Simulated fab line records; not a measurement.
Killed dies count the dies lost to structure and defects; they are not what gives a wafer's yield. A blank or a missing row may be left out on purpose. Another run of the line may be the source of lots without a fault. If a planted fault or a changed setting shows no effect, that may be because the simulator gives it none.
fab line records | flow sfq_line
record: lots: 5 wafers: 27
route steps=325 shown L0@12 M0@29 M1@70 M2@99 M3@119 I4@163
start_h: hours from the record's opening day to when the first of the lot's shown wafers began | wait_h: hours since the lot's step before | " repeats the value in the row above | L1.1+2: several wafers, shown together as one row | - no value, or no start given | * or withheld: withheld | < > ~ a bound
route shown NAME@n: a module of which the file shows steps, and the number in the route of the first | usual: average and standard deviation across the fault-free wafers | same: alike in all rows | chamber/n: place in a boat | sites: per-site readings | _std_site: the values' standard deviation | _edge_site: inner sites' mean taken away from outer sites' mean | radius_mm: how far each site lies from the wafer's centre | mask NAME#n: copy n | behind: the last tool/chamber to shape the wafer | hold: reason for holding the lot/hours on hold/outcome of the hold | device: transistor that didn't switch, given as n, p or np | end of line: at the end of the route, the tests of the same wafers | a step given without rows: its recipe and nothing more | killed: dies lost to structure and defects at the first sort, not the wafer's yield | map: a wafer's dies, marking killed ones x, the rest . and places with no die _
set.NAME: setting as actually run; set.NAME@STEP: the setting as run at that earlier step | model.NAME: the simulator's own value behind a step, which no gauge read
lots run with intentionally changed settings; tables by step, rows by wafer
== steps ==
step: SFQ_TRILAYER_L0_BARC_OPEN_METAL_ETCH_010
recipe: mask_material: PR chemistry: O2 target_depth_nm: 125 target: BARC icp_w: 600 bias_w: 80 pressure_mtorr: 10 time_s: 41.7
usual: oes_product_au: 0.688/0.0047
columns lot.wafer tool chamber start_h wait_h set.time_s oes_product_au model.KrF_of_TRILAYER_L0_LITHO_COAT_005.thk_nm
L074.1 rie_metal-01 1 73.79 0.1 41.7 0.693 524.2
L074.4 " 0 " " 41.7 0.691 524.2
L074.5 " 1 " " 41.7 0.678 524.3
L077.1 rie_metal-03 0 87.75 0.1 41.7 0.692 525.8
L077.2 " 1 " " 41.7 0.690 525
L077.3 " 1 " " 41.7 0.693 525.1
L077.4 " 0 " " 41.7 0.685 526
L077.5 " 1 " " 41.7 0.693 525.7
L077.6 " 0 " " 41.7 0.689 525.1
L078.1 rie_metal-03 0 94.95 0.1 58.15 0.647 499.1
L078.2 " 1 " " 41.7 0.679 520
L078.3 " 1 " " 41.7 0.690 521.5
L078.4 " 0 " " 58.15 0.655 501.7
L078.5 " 1 " " 58.15 0.649 499.9
L078.6 " 0 " " 41.7 0.697 519.6
L081.1 rie_metal-03 0 116.41 0.1 41.7 0.692 527.7
L081.2 " 1 " " 62.84 0.651 499.2
L081.3 " 1 " " 62.84 0.649 499.3
L081.4 " 0 " " 41.7 0.688 527.9
L081.5 " 0 " " 62.84 0.647 500.5
L081.6 " 1 " " 41.7 0.689 525.9
L082.1 rie_metal-03 1 118.81 0.1 51.18 0.663 506.7
L082.2 " 0 " " 41.7 0.688 522.1
L082.3 " 0 " " 41.7 0.681 520.5
L082.4 " 1 " " 41.7 0.694 518.4
L082.5 " 0 " " 51.18 0.658 508.4
L082.6 " 1 " " 51.18 0.660 508.3
step: SFQ_TRILAYER_M0_DEP_SPUTTER_019
recipe: material: Nb base_pressure_pa: 1.33e-06 chamber_pressure_pa: 0.1333 substrate_temp_c: 20 resputter_cathode_voltage_v: 400 target_thk_nm: 200 power_w: 2000 time_s: 133.3
columns lot.wafer tool chamber start_h wait_h set.time_s model.Nb_of_TRILAYER_M0_DEP_SPUTTER_019.thk_nm
L074.1 pvd_sputter-05 - 148.53 0.0 133.3 197.8
L074.4 " - " " 133.3 202
L074.5 " - " " 133.3 201.5
L077.1 pvd_sputter-03 - 160.53 0.0 102.8 157.7
L077.2 " - " " 133.3 201.2
L077.3 " - " " 133.3 196.8
L077.4 " - " " 102.8 153
L077.5 " - " " 102.8 151.3
L077.6 " - " " 133.3 203
L078.1 pvd_sputter-05 - 172.53 0.0 133.3 200.6
L078.2 " - " " 133.3 202.4
L078.3 " - " " 133.3 197.4
L078.4 " - " " 133.3 198.9
L078.5 " - " " 133.3 199
L078.6 " - " " 133.3 202.7
L081.1 pvd_sputter-06 - 205.30 0.0 133.3 201
L081.2 " - " " 133.3 202.9
L081.3 " - " " 133.3 201.3
L081.4 " - " " 133.3 198.8
L081.5 " - " " 133.3 199.2
L081.6 " - " " 133.3 201.7
L082.1 pvd_sputter-05 - 210.10 0.0 133.3 201.1
L082.2 " - " " 101.3 147.6
L082.3 " - " " 133.3 200.3
L082.4 " - " " 133.3 197.3
L082.5 " - " " 101.3 152.7
L082.6 " - " " 101.3 148.7
step: SFQ_M0_RS_MEAS_904
recipe: thk_meas_gauge: four-point-probe reads: Nb_of_TRILAYER_M0_DEP_SPUTTER_019
usual: M0_NB_RS: 0.889/0.01
columns lot.wafer tool chamber start_h wait_h set.time_s@TRILAYER_M0_DEP_SPUTTER_019 M0_NB_RS[ohm/sq]
L074.1 film_metro-02 - 148.62 0.0 133.3 0.900
L074.4 " - " " 133.3 0.883
L074.5 " - " " 133.3 0.885
L077.1 film_metro-02 - 160.62 0.0 102.8 1.133
L077.2 " - " " 133.3 0.885
L077.3 " - " " 133.3 0.905
L077.4 " - " " 102.8 1.166
L077.5 " - " " 102.8 1.182
L077.6 " - " " 133.3 0.876
L078.1 film_metro-04 - 172.62 0.0 133.3 0.886
L078.2 " - " " 133.3 0.878
L078.3 " - " " 133.3 0.902
L078.4 " - " " 133.3 0.896
L078.5 " - " " 133.3 0.894
L078.6 " - " " 133.3 0.877
L081.1 film_metro-02 - 205.39 0.0 133.3 0.886
L081.2 " - " " 133.3 0.877
L081.3 " - " " 133.3 0.884
L081.4 " - " " 133.3 0.896
L081.5 " - " " 133.3 0.896
L081.6 " - " " 133.3 0.883
L082.1 film_metro-03 - 210.19 0.0 133.3 0.885
L082.2 " - " " 101.3 1.208
L082.3 " - " " 133.3 0.887
L082.4 " - " " 133.3 0.901
L082.5 " - " " 101.3 1.167
L082.6 " - " " 101.3 1.201
step: SFQ_TRILAYER_M0_LITHO_COAT_026
recipe: resist: BARC spin_rpm: 3000 resist_thk_nm: 62
step: SFQ_TRILAYER_M0_BARC_OPEN_METAL_ETCH_031
recipe: mask_material: PR chemistry: O2 target_depth_nm: 125 target: BARC icp_w: 600 bias_w: 80 pressure_mtorr: 10 time_s: 41.7
step: SFQ_TRILAYER_M0_ETCH_METAL_ETCH_024
recipe: target: Nb stop_on: SiO2 mask_material: PR chemistry: Cl2/Ar target_depth_nm: 240 icp_w: 600 bias_w: 80 pressure_mtorr: 10 time_s: 120
usual: oes_product_au: 0.896/0.0082
columns lot.wafer tool chamber start_h wait_h set.time_s@TRILAYER_M0_DEP_SPUTTER_019 oes_product_au
L074.1 rie_metal-04 0 233.31 0.0 133.3 0.898
L074.4 " 0 " " 133.3 0.897
L074.5 " 1 " " 133.3 0.899
L077.1 rie_metal-01 0 246.51 0.0 102.8 0.785
L077.2 " 1 " " 133.3 0.898
L077.3 " 0 " " 133.3 0.886
L077.4 " 1 " " 102.8 0.773
L077.5 " 0 " " 102.8 0.773
L077.6 " 1 " " 133.3 0.902
L078.1 rie_metal-01 1 264.51 0.0 133.3 0.895
L078.2 " 0 " " 133.3 0.902
L078.3 " 1 " " 133.3 0.884
L078.4 " 0 " " 133.3 0.897
L078.5 " 1 " " 133.3 0.888
L078.6 " 0 " " 133.3 0.898
L081.1 rie_metal-02 1 311.11 0.0 133.3 0.898
L081.2 " 0 " " 133.3 0.906
L081.3 " 1 " " 133.3 0.899
L081.4 " 0 " " 133.3 0.891
L081.5 " 0 " " 133.3 0.898
L081.6 " 1 " " 133.3 0.909
L082.1 rie_metal-04 0 319.51 0.0 133.3 0.900
L082.2 " 1 " " 101.3 0.756
L082.3 " 1 " " 133.3 0.898
L082.4 " 0 " " 133.3 0.893
L082.5 " 0 " " 101.3 0.772
L082.6 " 1 " " 101.3 0.768
step: SFQ_TRILAYER_M1_ETCH_METAL_ETCH_042
recipe: target: Nb stop_on: SiO2 mask_material: PR chemistry: Cl2/Ar target_depth_nm: 240 icp_w: 600 bias_w: 80 pressure_mtorr: 10 time_s: 120
usual: oes_product_au: 0.900/0.0084
columns lot.wafer tool chamber start_h wait_h set.time_s oes_product_au model.M1.feature_depth_nm model.etch.depth_nm
L074.1 rie_metal-02 1 456.25 0.0 120 0.890 198.9 198.9
L074.4 " 0 " " 120 0.908 203 203
L074.5 " 1 " " 120 0.892 199.2 199.2
L077.1 rie_metal-03 0 463.45 0.0 97.06 1.007 197.3 -
L077.2 " 1 " " 120 0.888 199.6 199.6
L077.3 " 1 " " 97.06 1.010 196.1 -
L077.4 " 0 " " 120 0.912 204.5 -
L077.5 " 0 " " 120 0.899 200.2 -
L077.6 " 1 " " 97.06 0.997 193.1 -
L078.1 rie_metal-01 0 464.65 0.0 95.61 1.005 193.6 193.6
L078.2 " 1 " " 95.61 0.988 189.1 189.1
L078.3 " 1 " " 120 0.905 205.8 205.8
L078.4 " 0 " " 95.61 0.998 192.9 -
L078.5 " 1 " " 120 0.887 202 -
L078.6 " 0 " " 120 0.893 202.1 -
L081.1 rie_metal-01 1 473.05 0.0 120 0.911 207.7 -
L081.2 " 0 " " 120 0.913 205.8 -
L081.3 " 0 " " 120 0.899 204 204
L081.4 " 1 " " 184 0.866 216.4 -
L081.5 " 0 " " 184 0.873 217.4 204.4
L081.6 " 1 " " 184 0.872 219.7 -
L082.1 rie_metal-01 1 475.45 0.0 52.4 0.990 103.5 -
L082.2 " 0 " " 120 0.915 207 -
L082.3 " 0 " " 52.4 1.006 105.9 105.9
L082.4 " 1 " " 120 0.899 200.6 200.6
L082.5 " 1 " " 120 0.900 205.6 -
L082.6 " 0 " " 52.4 1.002 105.7 -
step: SFQ_TRILAYER_M2_BARC_OPEN_METAL_ETCH_077
recipe: mask_material: PR chemistry: O2 target_depth_nm: 125 target: BARC icp_w: 600 bias_w: 80 pressure_mtorr: 10 time_s: 41.7
usual: oes_product_au: 0.685/0.0041
columns lot.wafer tool chamber start_h wait_h set.time_s oes_product_au model.KrF_of_TRILAYER_M2_LITHO_COAT_057.thk_nm
L074.1 rie_metal-01 1 614.01 0.0 41.7 0.682 523.3
L074.4 " 0 " " 41.7 0.686 521.8
L074.5 " 1 " " 41.7 0.693 522.9
L077.1 rie_metal-04 0 621.21 0.0 41.7 0.689 525.6
L077.2 " 1 " " 41.7 0.688 522.9
L077.3 " 1 " " 41.7 0.679 523.3
L077.4 " 0 " " 41.7 0.687 525.7
L077.5 " 0 " " 41.7 0.686 525.5
L077.6 " 1 " " 41.7 0.686 521.7
L078.1 rie_metal-01 0 622.41 0.0 54.14 0.655 505.7
L078.2 " 1 " " 54.14 0.654 508.2
L078.3 " 0 " " 41.7 0.679 521.5
L078.4 " 1 " " 41.7 0.683 524.2
L078.5 " 0 " " 41.7 0.688 521.1
L078.6 " 1 " " 54.14 0.651 509.2
L081.1 rie_metal-04 0 628.41 0.0 41.7 0.690 525.9
L081.2 " 1 " " 65.89 0.642 491.4
L081.3 " 1 " " 65.89 0.629 490
L081.4 " 0 " " 41.7 0.684 523.7
L081.5 " 0 " " 41.7 0.682 524.6
L081.6 " 1 " " 65.89 0.643 491.6
L082.1 rie_metal-01 0 630.81 0.0 22.34 0.950 545
L082.2 " 1 " " 22.34 0.942 546.8
L082.3 " 1 " " 22.34 0.948 546.4
L082.4 " 0 " " 41.7 0.682 522.5
L082.5 " 1 " " 41.7 0.690 525.3
L082.6 " 0 " " 41.7 0.690 523
step: SFQ_TRILAYER_M2_ETCH_METAL_ETCH_060
recipe: target: Nb stop_on: SiO2 mask_material: PR chemistry: Cl2/Ar target_depth_nm: 240 icp_w: 600 bias_w: 80 pressure_mtorr: 10 time_s: 120
columns lot.wafer tool chamber start_h wait_h set.time_s@TRILAYER_M2_BARC_OPEN_METAL_ETCH_077 model.KrF_of_TRILAYER_M2_LITHO_COAT_057.thk_nm
L074.1 rie_metal-01 1 614.07 0.0 41.7 385.3
L074.4 " 0 " " 41.7 379.4
L074.5 " 1 " " 41.7 385.7
L077.1 rie_metal-04 0 621.27 0.0 41.7 386.8
L077.2 " 1 " " 41.7 377.9
L077.3 " 1 " " 41.7 377.2
L077.4 " 0 " " 41.7 388.1
L077.5 " 0 " " 41.7 387.8
L077.6 " 1 " " 41.7 376.6
L078.1 rie_metal-01 0 622.47 0.0 54.14 363.6
L078.2 " 1 " " 54.14 371.7
L078.3 " 0 " " 41.7 379.9
L078.4 " 1 " " 41.7 387.3
L078.5 " 0 " " 41.7 378.2
L078.6 " 1 " " 54.14 372.9
L081.1 rie_metal-04 0 628.47 0.0 41.7 387.8
L081.2 " 1 " " 65.89 346.2
L081.3 " 1 " " 65.89 343.7
L081.4 " 0 " " 41.7 386.6
L081.5 " 0 " " 41.7 386.8
L081.6 " 1 " " 65.89 346.9
L082.1 rie_metal-01 0 630.87 0.0 22.34 402.1
L082.2 " 1 " " 22.34 407.6
L082.3 " 1 " " 22.34 407.1
L082.4 " 0 " " 41.7 377.7
L082.5 " 1 " " 41.7 387.2
L082.6 " 0 " " 41.7 380
step: SFQ_TRILAYER_M3_DEP_SPUTTER_073
recipe: material: Nb base_pressure_pa: 1.33e-06 chamber_pressure_pa: 0.1333 substrate_temp_c: 20 resputter_cathode_voltage_v: 400 target_thk_nm: 200 power_w: 2000 time_s: 133.3
columns lot.wafer tool chamber start_h wait_h set.time_s model.Nb_of_TRILAYER_M3_DEP_SPUTTER_073.thk_nm
L074.1 pvd_sputter-03 - 768.70 0.0 133.3 205.9
L074.4 " - " " 133.3 198
L074.5 " - " " 133.3 200.2
L077.1+4 pvd_sputter-06 - 779.73 0.0 133.3 200.5
L077.2 " - " " 133.3 198.1
L077.3 " - " " 183 279.7
L077.5 " - " " 183 272.1
L077.6 " - " " 183 275
L078.1 pvd_sputter-03 - 780.93 0.0 133.3 202.5
L078.2 " - " " 133.3 198.2
L078.3 " - " " 133.3 196.2
L078.4 " - " " 66.75 99.1
L078.5 " - " " 66.75 100.7
L078.6 " - " " 66.75 96.25
L081.1 pvd_sputter-03 - 785.73 0.0 133.3 202.8
L081.2 " - " " 180.8 269.9
L081.3 " - " " 133.3 201.7
L081.4 " - " " 180.8 271.9
L081.5 " - " " 133.3 200.4
L081.6 " - " " 180.8 275.6
L082.1 pvd_sputter-04 - 788.13 0.0 59.51 89.09
L082.2 " - " " 59.51 89.96
L082.3 " - " " 133.3 196.6
L082.4 " - " " 133.3 199.2
L082.5 " - " " 59.51 89.49
L082.6 " - " " 133.3 201.6
step: SFQ_M3_RS_MEAS_919
recipe: thk_meas_gauge: four-point-probe reads: Nb_of_TRILAYER_M3_DEP_SPUTTER_073
usual: M3_NB_RS: 0.888/0.013
columns lot.wafer tool chamber start_h wait_h set.time_s@TRILAYER_M3_DEP_SPUTTER_073 M3_NB_RS[ohm/sq]
L074.1 film_metro-01 - 768.79 0.0 133.3 0.867
L074.4 " - " " 133.3 0.902
L074.5 " - " " 133.3 0.892
L077.1 film_metro-04 - 779.82 0.0 133.3 0.887
L077.2 " - " " 133.3 0.899
L077.3 " - " " 183 0.635
L077.4 " - " " 133.3 0.888
L077.5 " - " " 183 0.651
L077.6 " - " " 183 0.645
L078.1 film_metro-01 - 781.02 0.0 133.3 0.881
L078.2 " - " " 133.3 0.901
L078.3 " - " " 133.3 0.910
L078.4 " - " " 66.75 1.817
L078.5 " - " " 66.75 1.788
L078.6 " - " " 66.75 1.879
L081.1 film_metro-04 - 785.82 0.0 133.3 0.877
L081.2 " - " " 180.8 0.658
L081.3 " - " " 133.3 0.883
L081.4 " - " " 180.8 0.651
L081.5 " - " " 133.3 0.889
L081.6 " - " " 180.8 0.645
L082.1 film_metro-02 - 788.22 0.0 59.51 2.024
L082.2 " - " " 59.51 2.004
L082.3 " - " " 133.3 0.906
L082.4 " - " " 133.3 0.896
L082.5 " - " " 59.51 2.014
L082.6 " - " " 133.3 0.884
step: SFQ_TRILAYER_M3_BARC_OPEN_METAL_ETCH_100
recipe: mask_material: PR chemistry: O2 target_depth_nm: 125 target: BARC icp_w: 600 bias_w: 80 pressure_mtorr: 10 time_s: 41.7
usual: oes_product_au: 0.685/0.0045
columns lot.wafer tool chamber start_h wait_h set.time_s oes_product_au model.KrF_of_TRILAYER_M3_LITHO_COAT_075.thk_nm
L074.1 rie_metal-02 1 909.70 0.0 41.7 0.689 519.7
L074.4 " 1 " " 41.7 0.684 518.5
L074.5 " 1 " " 41.7 0.686 518.6
L077.1 rie_metal-01 1 920.41 0.0 55.67 0.653 507.1
L077.2 " 0 " " 55.67 0.653 503.7
L077.3 " 0 " " 41.7 0.694 -
L077.4 " 1 " " 41.7 0.679 522.9
L077.5 " 1 " " 55.67 0.652 -
L077.6 " 0 " " 41.7 0.686 -
L078.1 rie_metal-01 0 922.81 0.0 41.7 0.686 525.4
L078.2 " 1 " " 62.92 0.642 500.4
L078.3 " 1 " " 41.7 0.687 525.1
L078.4 " 0 " " 62.92 0.648 -
L078.5 " 1 " " 41.7 0.695 -
L078.6 " 0 " " 62.92 0.644 -
L081.1 rie_metal-02 0 932.45 0.0 41.7 0.687 522
L081.2 " 1 " " 41.7 0.690 -
L081.3 " 0 " " 63.6 0.643 492.9
L081.4 " 1 " " 63.6 0.646 -
L081.5 " 0 " " 41.7 0.683 521.4
L081.6 " 1 " " 63.6 0.641 -
L082.1 rie_metal-01 0 934.85 0.0 41.7 0.675 -
L082.2 " 1 " " 24.68 0.900 -
L082.3 " 0 " " 24.68 0.899 540.8
L082.4 " 1 " " 41.7 0.681 523.4
L082.5 " 0 " " 24.68 0.895 -
L082.6 " 1 " " 41.7 0.688 523.3
step: SFQ_TRILAYER_M3_ETCH_METAL_ETCH_078
recipe: target: Nb stop_on: SiO2 mask_material: PR chemistry: Cl2/Ar target_depth_nm: 240 icp_w: 600 bias_w: 77.47 pressure_mtorr: 10 time_s: 120
usual: oes_product_au: 0.896/0.0084
columns lot.wafer tool chamber start_h wait_h set.time_s@TRILAYER_M3_DEP_SPUTTER_073 set.time_s@TRILAYER_M3_BARC_OPEN_METAL_ETCH_100 oes_product_au model.KrF_of_TRILAYER_M3_LITHO_COAT_075.thk_nm
L074.1 rie_metal-02 1 909.76 0.0 133.3 41.7 0.900 376.1
L074.4 " 1 " " 133.3 41.7 0.885 376.2
L074.5 " 1 " " 133.3 41.7 0.893 375.3
L077.1 rie_metal-01 1 920.47 0.0 133.3 55.67 0.905 372.2
L077.2 " 0 " " 133.3 55.67 0.887 363
L077.3 " 0 " " 183 41.7 0.986 -
L077.4 " 1 " " 133.3 41.7 0.900 387.7
L077.5 " 1 " " 183 55.67 0.963 -
L077.6 " 0 " " 183 41.7 1.002 -
L078.1 rie_metal-01 0 922.87 0.0 133.3 41.7 0.902 384.7
L078.2 " 1 " " 133.3 62.92 0.882 366
L078.3 " 1 " " 133.3 41.7 0.884 391.1
L078.4 " 0 " " 66.75 62.92 0.632 -
L078.5 " 1 " " 66.75 41.7 0.639 -
L078.6 " 0 " " 66.75 62.92 0.629 -
L081.1 rie_metal-02 0 932.51 0.0 133.3 41.7 0.896 379.1
L081.2 " 1 " " 180.8 41.7 1.007 -
L081.3 " 0 " " 133.3 63.6 0.893 348.6
L081.4 " 1 " " 180.8 63.6 1.015 -
L081.5 " 0 " " 133.3 41.7 0.895 378
L081.6 " 1 " " 180.8 63.6 1.007 -
L082.1 rie_metal-01 0 934.91 0.0 59.51 41.7 0.609 -
L082.2 " 1 " " 59.51 24.68 0.614 -
L082.3 " 0 " " 133.3 24.68 0.879 400.2
L082.4 " 1 " " 133.3 41.7 0.895 389.2
L082.5 " 0 " " 59.51 24.68 0.606 -
L082.6 " 1 " " 133.3 41.7 0.895 389.1
step: SFQ_TRILAYER_I4_DEP_PECVD_099
recipe: material: SiO2 temp_c: 150 time_s: 111.11 pressure_torr: 2.4 rf_w: 183.3 precursor: SiH4/N2O target_thk_nm: 500
columns lot.wafer tool chamber start_h wait_h set.time_s model.SiO2_of_TRILAYER_I4_DEP_PECVD_099.thk_nm
L074.1 pecvd-04 2 1182.59 0.0 111.11 500.6
L074.4 " 2 " " 111.11 506.9
L074.5 " 0 " " 111.11 505
L077.1 pecvd-01 0 1194.32 0.0 111.11 494.8
L077.2 " 2 " " 87.09 384.3
L077.3 " 1 " " 87.09 381.3
L077.4 " 1 " " 87.09 387.7
L077.5 " 2 " " 111.11 503.3
L077.6 " 0 " " 111.11 498.3
L078.1 pecvd-04 1 1197.92 0.0 76.23 342.3
L078.2 " 2 " " 111.11 495.9
L078.3 " 0 " " 111.11 498.1
L078.4 " 1 " " 111.11 513.5
L078.5 " 2 " " 76.23 349.1
L078.6 " 0 " " 76.23 342.5
L081.1 pecvd-01 0 1213.53 0.0 111.11 499.4
L081.2 " 1 " " 56.41 250.6
L081.3 " 2 " " 56.41 246.4
L081.4 " 0 " " 56.41 249
L081.5 " 1 " " 111.11 497.9
L081.6 " 2 " " 111.11 496.7
L082.1 pecvd-03 1 1216.70 0.0 111.11 492.3
L082.2 " 2 " " 111.11 500.9
L082.3 " 0 " " 111.11 493.2
L082.4 " 2 " " 111.11 501
L082.5 " 0 " " 111.11 501.1
L082.6 " 1 " " 111.11 491.9
step: SFQ_TRILAYER_I4_CMP_CMP_100
recipe: material: SiO2 down_force_psi: 3 platen_rpm: 60 pad_velocity_m_s: 0.94248
usual: time_to_endpoint_s: 213/10
columns lot.wafer tool chamber start_h wait_h set.time_s@TRILAYER_I4_DEP_PECVD_099 time_to_endpoint_s
L074.4 cmp-01 2 1185.36 2.7 111.11 216
L074.1 " 0 1186.36 3.7 111.11 228
L074.5 " 2 1187.36 4.7 111.11 223
L077.1 cmp-02 3 1198.18 3.8 111.11 200
L077.3 " 0 " " 87.09 121
L077.2 " 1 " " 87.09 130
L077.4 " 2 " " 87.09 135
L077.5 " 3 " " 111.11 202
L077.6 " 0 " " 111.11 199
L078.1 cmp-02 1 1201.18 3.2 76.23 109
L078.2 " 2 " " 111.11 224
L078.3 " 3 " " 111.11 206
L078.4 " 0 " " 111.11 219
L078.6 " 1 " " 76.23 104
L078.5 " 2 " " 76.23 117
L081.3 cmp-02 1 1219.18 5.6 56.41 36
L081.4 " 2 " " 56.41 38
L081.2 " 3 " " 56.41 35
L081.1 " 0 " " 111.11 206
L081.5 " 1 " " 111.11 216
L081.6 " 2 " " 111.11 220
L082.4 cmp-01 3 1221.78 5.0 111.11 210
L082.1 " 0 " " 111.11 212
L082.2 " 1 " " 111.11 209
L082.3 " 2 " " 111.11 207
L082.6 " 3 " " 111.11 204
L082.5 " 0 " " 111.11 226
== key ==
split: step: SFQ_TRILAYER_L0_BARC_OPEN_METAL_ETCH_010 setting: time_s stated: 41.7 by: wafer
response: step: SFQ_TRILAYER_L0_BARC_OPEN_METAL_ETCH_010 reading: oes_product_au change: -0.00091 per: 1% r: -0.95
response: step: SFQ_TRILAYER_L0_BARC_OPEN_METAL_ETCH_010 reading: model.KrF_of_TRILAYER_L0_LITHO_COAT_005.thk_nm change: -0.532 per: 1% r: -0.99
split: step: SFQ_TRILAYER_M0_DEP_SPUTTER_019 setting: time_s stated: 133.3 by: wafer
response: step: SFQ_TRILAYER_M0_DEP_SPUTTER_019 reading: model.Nb_of_TRILAYER_M0_DEP_SPUTTER_019.thk_nm change: +2.05 per: 1% r: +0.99
response: step: SFQ_M0_RS_MEAS_904 reading: M0_NB_RS change: -0.0122 per: 1% r: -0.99
response: step: SFQ_TRILAYER_M0_ETCH_METAL_ETCH_024 reading: oes_product_au change: +0.00533 per: 1% r: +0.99
split: step: SFQ_TRILAYER_M1_ETCH_METAL_ETCH_042 setting: time_s stated: 120 by: wafer
response: step: SFQ_TRILAYER_M1_ETCH_METAL_ETCH_042 reading: oes_product_au shape: bent at_lowest: 0.999 at_stated: 0.901 at_highest: 0.870
response: step: SFQ_TRILAYER_M1_ETCH_METAL_ETCH_042 reading: model.M1.feature_depth_nm shape: bent at_lowest: 105 at_stated: 203.1 at_highest: 217.8
response: step: SFQ_TRILAYER_M1_ETCH_METAL_ETCH_042 reading: model.etch.depth_nm shape: bent at_lowest: 105.9 at_stated: 201.6 at_highest: 204.4
split: step: SFQ_TRILAYER_M2_BARC_OPEN_METAL_ETCH_077 setting: time_s stated: 41.7 by: wafer
response: step: SFQ_TRILAYER_M2_BARC_OPEN_METAL_ETCH_077 reading: oes_product_au shape: bent at_lowest: 0.947 at_stated: 0.686 at_highest: 0.638
response: step: SFQ_TRILAYER_M2_BARC_OPEN_METAL_ETCH_077 reading: model.KrF_of_TRILAYER_M2_LITHO_COAT_057.thk_nm change: -0.536 per: 1% r: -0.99
response: step: SFQ_TRILAYER_M2_ETCH_METAL_ETCH_060 reading: model.KrF_of_TRILAYER_M2_LITHO_COAT_057.thk_nm change: -0.607 per: 1% r: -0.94
split: step: SFQ_TRILAYER_M3_DEP_SPUTTER_073 setting: time_s stated: 133.3 by: wafer
response: step: SFQ_TRILAYER_M3_DEP_SPUTTER_073 reading: model.Nb_of_TRILAYER_M3_DEP_SPUTTER_073.thk_nm change: +2 per: 1% r: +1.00
response: step: SFQ_M3_RS_MEAS_919 reading: M3_NB_RS change: -0.0153 per: 1% r: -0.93
response: step: SFQ_TRILAYER_M3_ETCH_METAL_ETCH_078 reading: oes_product_au change: +0.00433 per: 1% r: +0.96
split: step: SFQ_TRILAYER_M3_BARC_OPEN_METAL_ETCH_100 setting: time_s stated: 41.7 by: wafer
response: step: SFQ_TRILAYER_M3_BARC_OPEN_METAL_ETCH_100 reading: oes_product_au shape: bent at_lowest: 0.898 at_stated: 0.686 at_highest: 0.643
response: step: SFQ_TRILAYER_M3_BARC_OPEN_METAL_ETCH_100 reading: model.KrF_of_TRILAYER_M3_LITHO_COAT_075.thk_nm change: -0.501 per: 1% r: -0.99
response: step: SFQ_TRILAYER_M3_ETCH_METAL_ETCH_078 reading: model.KrF_of_TRILAYER_M3_LITHO_COAT_075.thk_nm change: -0.468 per: 1% r: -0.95
split: step: SFQ_TRILAYER_I4_DEP_PECVD_099 setting: time_s stated: 111.11 by: wafer
response: step: SFQ_TRILAYER_I4_DEP_PECVD_099 reading: model.SiO2_of_TRILAYER_I4_DEP_PECVD_099.thk_nm change: +5.08 per: 1% r: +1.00
response: step: SFQ_TRILAYER_I4_CMP_CMP_100 reading: time_to_endpoint_s change: * per: 1% r: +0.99
